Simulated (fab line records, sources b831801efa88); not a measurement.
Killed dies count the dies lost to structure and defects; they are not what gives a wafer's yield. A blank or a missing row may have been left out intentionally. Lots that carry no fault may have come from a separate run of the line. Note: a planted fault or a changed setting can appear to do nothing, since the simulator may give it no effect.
The tool behind it: which one? :: flow gf180mcu :: 14 lots with 42 wafers sampled at 5 steps, on a route of 602 steps

## WHAT THE GAUGES READ, wafer by wafer
GF_POLY_GATE_THK_MEAS_01.
lot: L234
measured: day 8 10:31
on: filmMetro-03
POLY_GATE_CVD_00_THK (nm): 200.4 199.6 200.3

lot: L236
measured: day 9 00:37
on: filmMetro-04
POLY_GATE_CVD_00_THK (nm): 202.3 200.9 202.8

lot: L238
measured: day 9 23:50
on: filmMetro-02
POLY_GATE_CVD_00_THK (nm): 201.6 200.9 200.8

lot: L239
measured: day 10 00:53
on: filmMetro-02
POLY_GATE_CVD_00_THK (nm): 197.1 197.7 196.5

lot: L241
measured: day 10 16:25
on: filmMetro-04
POLY_GATE_CVD_00_THK (nm): 198.0 197.7 197.7

lot: L243
measured: day 11 07:24
on: filmMetro-02
POLY_GATE_CVD_00_THK (nm): 200.6 201.7 199.6

lot: L244
measured: day 11 10:24
on: filmMetro-03
POLY_GATE_CVD_00_THK (nm): 200.3 199.9 199.8

lot: L245
measured: day 11 14:54
on: filmMetro-02
POLY_GATE_CVD_00_THK (nm): 198.1 200.2 198.7

lot: L251
measured: day 13 09:53
on: filmMetro-03
POLY_GATE_CVD_00_THK (nm): 200.1 199.8 199.3

lot: L252
measured: day 13 16:25
on: filmMetro-03
POLY_GATE_CVD_00_THK (nm): 197.5 196.4 198.5

lot: L253
measured: day 14 00:20
on: filmMetro-04
POLY_GATE_CVD_00_THK (nm): 198.5 196.8 198.9

lot: L254
measured: day 14 08:01
on: filmMetro-02
POLY_GATE_CVD_00_THK (nm): 199.1 198.6 199.3

lot: L255
measured: day 14 17:04
on: filmMetro-04
POLY_GATE_CVD_00_THK (nm): 198.0 198.7 198.7

lot: L257
measured: day 15 08:16
on: filmMetro-04
POLY_GATE_CVD_00_THK (nm): 195.6 198.0 197.6

GF_POLY_GATE_CD_MEAS_10: the cd target is 280 nm.
lot: L234
measured: day 9 03:49
on: cdSem-01
cdNm (nm): 281.2 281.8 281.9

lot: L236
measured: day 9 17:17
on: cdSem-01
cdNm (nm): 280.1 280.2 279.2

lot: L238
measured: day 10 17:56
on: cdSem-02
cdNm (nm): 279.3 280.2 279.1

lot: L239
measured: day 10 18:43
on: cdSem-02
cdNm (nm): 280.4 280.3 279.8

lot: L241
measured: day 11 10:40
on: cdSem-01
cdNm (nm): 280.5 281.2 280.3

lot: L243
measured: day 12 02:50
on: cdSem-02
cdNm (nm): 279.9 279.4 279.8

lot: L244
measured: day 12 05:16
on: cdSem-02
cdNm (nm): 278.9 279.2 279.1

lot: L245
measured: day 12 09:29
on: cdSem-01
cdNm (nm): 279.2 279.2 280.0

lot: L251
measured: day 14 06:34
on: cdSem-02
cdNm (nm): 280.9 278.2 280.4

lot: L252
measured: day 14 14:00
on: cdSem-02
cdNm (nm): 280.5 280.5 282.5

lot: L253
measured: day 14 21:17
on: cdSem-01
cdNm (nm): 279.1 279.5 278.9

lot: L254
measured: day 15 05:17
on: cdSem-02
cdNm (nm): 280.0 280.3 279.6

lot: L255
measured: day 15 15:02
on: cdSem-01
cdNm (nm): 279.1 279.1 280.3

lot: L257
measured: day 16 06:19
on: cdSem-02
cdNm (nm): 279.1 281.4 280.6

GF_HV_LDD_CD_MEAS_46: the cd target is 400 nm.
lot: L234
measured: day 12 11:03
on: cdSem-01
cdNm (nm): 397.8 398.5 397.5

lot: L236
measured: day 12 22:52
on: cdSem-02
cdNm (nm): 400.7 400.6 403.4

lot: L238
measured: day 14 01:44
on: cdSem-02
cdNm (nm): 402.0 402.7 400.8

lot: L239
measured: day 14 04:47
on: cdSem-02
cdNm (nm): 398.4 400.3 400.9

lot: L241
measured: day 14 22:11
on: cdSem-02
cdNm (nm): 398.1 399.2 398.9

lot: L243
measured: day 15 15:38
on: cdSem-02
cdNm (nm): 398.5 398.9 397.1

lot: L244
measured: day 15 18:10
on: cdSem-02
cdNm (nm): 398.9 399.3 399.1

lot: L245
measured: day 15 22:51
on: cdSem-02
cdNm (nm): 402.0 402.1 402.0

lot: L251
measured: day 18 02:36
on: cdSem-01
cdNm (nm): 401.6 400.0 399.8

lot: L252
measured: day 18 10:07
on: cdSem-02
cdNm (nm): 400.5 400.5 402.5

lot: L253
measured: day 18 19:15
on: cdSem-02
cdNm (nm): 400.0 399.4 399.4

lot: L254
measured: day 19 01:56
on: cdSem-02
cdNm (nm): 399.0 397.6 398.8

lot: L255
measured: day 19 13:45
on: cdSem-02
cdNm (nm): 398.5 402.7 402.1

lot: L257
measured: day 20 07:32
on: cdSem-02
cdNm (nm): 398.5 401.6 399.2

GF_HV_LDD_RS_MEAS_53: the measuring method here is four-point-probe.
lot: L234
measured: day 12 11:38
on: filmMetro-03
HV_LDD_RS (ohm/sq): 418.8 418.5 419.5

lot: L236
measured: day 12 23:27
on: filmMetro-02
HV_LDD_RS (ohm/sq): 418.4 418.2 419.1

lot: L238
measured: day 14 02:19
on: filmMetro-02
HV_LDD_RS (ohm/sq): 417.2 417.0 416.5

lot: L239
measured: day 14 05:25
on: filmMetro-01
HV_LDD_RS (ohm/sq): 420.2 418.9 418.3

lot: L241
measured: day 14 22:47
on: filmMetro-03
HV_LDD_RS (ohm/sq): 417.9 416.2 415.5

lot: L243
measured: day 15 16:14
on: filmMetro-02
HV_LDD_RS (ohm/sq): 418.3 418.4 418.1

lot: L244
measured: day 15 18:48
on: filmMetro-02
HV_LDD_RS (ohm/sq): 418.9 419.3 419.2

lot: L245
measured: day 15 23:26
on: filmMetro-02
HV_LDD_RS (ohm/sq): 418.0 418.4 418.4

lot: L251
measured: day 18 03:11
on: filmMetro-03
HV_LDD_RS (ohm/sq): 418.5 417.4 418.7

lot: L252
measured: day 18 10:42
on: filmMetro-03
HV_LDD_RS (ohm/sq): 402.2 402.2 403.4

lot: L253
measured: day 18 19:50
on: filmMetro-01
HV_LDD_RS (ohm/sq): 402.7 403.1 402.5

lot: L254
measured: day 19 02:35
on: filmMetro-03
HV_LDD_RS (ohm/sq): 417.7 419.2 418.7

lot: L255
measured: day 19 14:20
on: filmMetro-02
HV_LDD_RS (ohm/sq): 417.9 417.3 417.4

lot: L257
measured: day 20 08:07
on: filmMetro-03
HV_LDD_RS (ohm/sq): 417.9 419.6 418.7

## TOOL THAT RAN EACH LOT (tool first, then ch and the chambers of the sampled wafers, then the start)
lot: L234
GF_HV_LDD_IMPLANT_34: implanter-01 ch 0, day 11 14:42

lot: L236
GF_HV_LDD_IMPLANT_34: implanter-04 ch 0, day 12 03:32

lot: L238
GF_HV_LDD_IMPLANT_34: implanter-01 ch 0, day 13 04:52

lot: L239
GF_HV_LDD_IMPLANT_34: implanter-04 ch 0, day 13 07:56

lot: L241
GF_HV_LDD_IMPLANT_34: implanter-03 ch 0, day 14 00:33

lot: L243
GF_HV_LDD_IMPLANT_34: implanter-01 ch 0, day 14 17:20

lot: L244
GF_HV_LDD_IMPLANT_34: implanter-01 ch 0, day 14 20:07

lot: L245
GF_HV_LDD_IMPLANT_34: implanter-01 ch 0, day 15 00:55

lot: L251
GF_HV_LDD_IMPLANT_34: implanter-04 ch 0, day 17 02:52

lot: L252
GF_HV_LDD_IMPLANT_34: implanter-01 ch 0, day 17 10:22

lot: L253
GF_HV_LDD_IMPLANT_34: implanter-01 ch 0, day 17 19:30

lot: L254
GF_HV_LDD_IMPLANT_34: implanter-03 ch 0, day 18 02:43

lot: L255
GF_HV_LDD_IMPLANT_34: implanter-03 ch 0, day 18 13:45

lot: L257
GF_HV_LDD_IMPLANT_34: implanter-03 ch 0, day 19 07:07
- GF_HV_LDD_IMPLANT_34

## AS READ BY THE TOOLS THEMSELVES (means over the sampled wafers that have a number; for cases with no such wafer, the mark the record gives instead)
GF_HV_LDD_IMPLANT_34.
lot: L234
tool: implanter-01
beamEnergyKeV: 59.976
doseIonsCm2: 7.5e+12

lot: L236
tool: implanter-04
beamEnergyKeV: 59.993
doseIonsCm2: 7.5e+12

lot: L238
tool: implanter-01
beamEnergyKeV: 59.992
doseIonsCm2: 7.5e+12

lot: L239
tool: implanter-04
beamEnergyKeV: 59.990
doseIonsCm2: 7.5e+12

lot: L241
tool: implanter-03
beamEnergyKeV: 60.002
doseIonsCm2: 7.5e+12

lot: L243
tool: implanter-01
beamEnergyKeV: 60.008
doseIonsCm2: 7.5e+12

lot: L244
tool: implanter-01
beamEnergyKeV: 59.995
doseIonsCm2: 7.5e+12

lot: L245
tool: implanter-01
beamEnergyKeV: 60.014
doseIonsCm2: 7.5e+12

lot: L251
tool: implanter-04
beamEnergyKeV: 59.986
doseIonsCm2: 7.5e+12

lot: L252
tool: implanter-01
beamEnergyKeV: 71.177
doseIonsCm2: 7.5e+12

lot: L253
tool: implanter-01
beamEnergyKeV: 71.144
doseIonsCm2: 7.5e+12

lot: L254
tool: implanter-03
beamEnergyKeV: 60.004
doseIonsCm2: 7.5e+12

lot: L255
tool: implanter-03
beamEnergyKeV: 60.005
doseIonsCm2: 7.5e+12

lot: L257
tool: implanter-03
beamEnergyKeV: 60.022
doseIonsCm2: 7.5e+12

## THE ANSWER, worked out from the rows above alone
Rule: what is usual is taken from the lots themselves. Put in order of their means at a reading, lots are off if they are a third of the lots or fewer, leave a main group of 4 or more, and stand apart from it by a gap of 3 or more times the standard deviation of the main group's means; of several such gaps the widest counts. If all means in a main group match to the digits the tables above print for the reading, that group is not used. A lot without any number at a reading at which 4 lots or more have one is off too. Any other lot the step has rows for is counted as sound. Order of review: gauges by route order, followed by the tools' own readings, for which a lot's mean as printed above is used. The first step at which some lot is off is used, and at that step the reading that is off furthest; a lot without a number counts as furthest.
Off: at GF_HV_LDD_RS_MEAS_53 (HV_LDD_RS), L252, L253. Mean 418.2 ohm/sq and standard deviation 0.8 in the main group.
A tool fits if, at a process step before that reading, it ran every lot that is off, and no sound lot after the first of them. The gauges at GF_HV_LDD_RS_MEAS_53 aren't tried: what is off there is off at GF_HV_LDD_IMPLANT_34 too, on other tools, and a gauge's error can't cause that. One fits: implanter-01 at GF_HV_LDD_IMPLANT_34. A fault onset in the window from L245 (day 15 00:55, its last sound lot) to L252 (day 17 10:22, its first lot off) fits.
On the lots that are off, the tool's own readings at GF_HV_LDD_IMPLANT_34 differ by more than 5 times the standard deviation of the sound lots' means, which bears it out; beamEnergyKeV reads 71.161 there versus 59.999 on the sound lots.

## WHAT THE SIMULATOR HAD PUT IN
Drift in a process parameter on implanter-01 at GF_HV_LDD_IMPLANT_34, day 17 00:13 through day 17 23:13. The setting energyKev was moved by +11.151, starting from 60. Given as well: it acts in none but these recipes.
Lots struck among those shown: L252, L253. The rule given above showed the same thing.
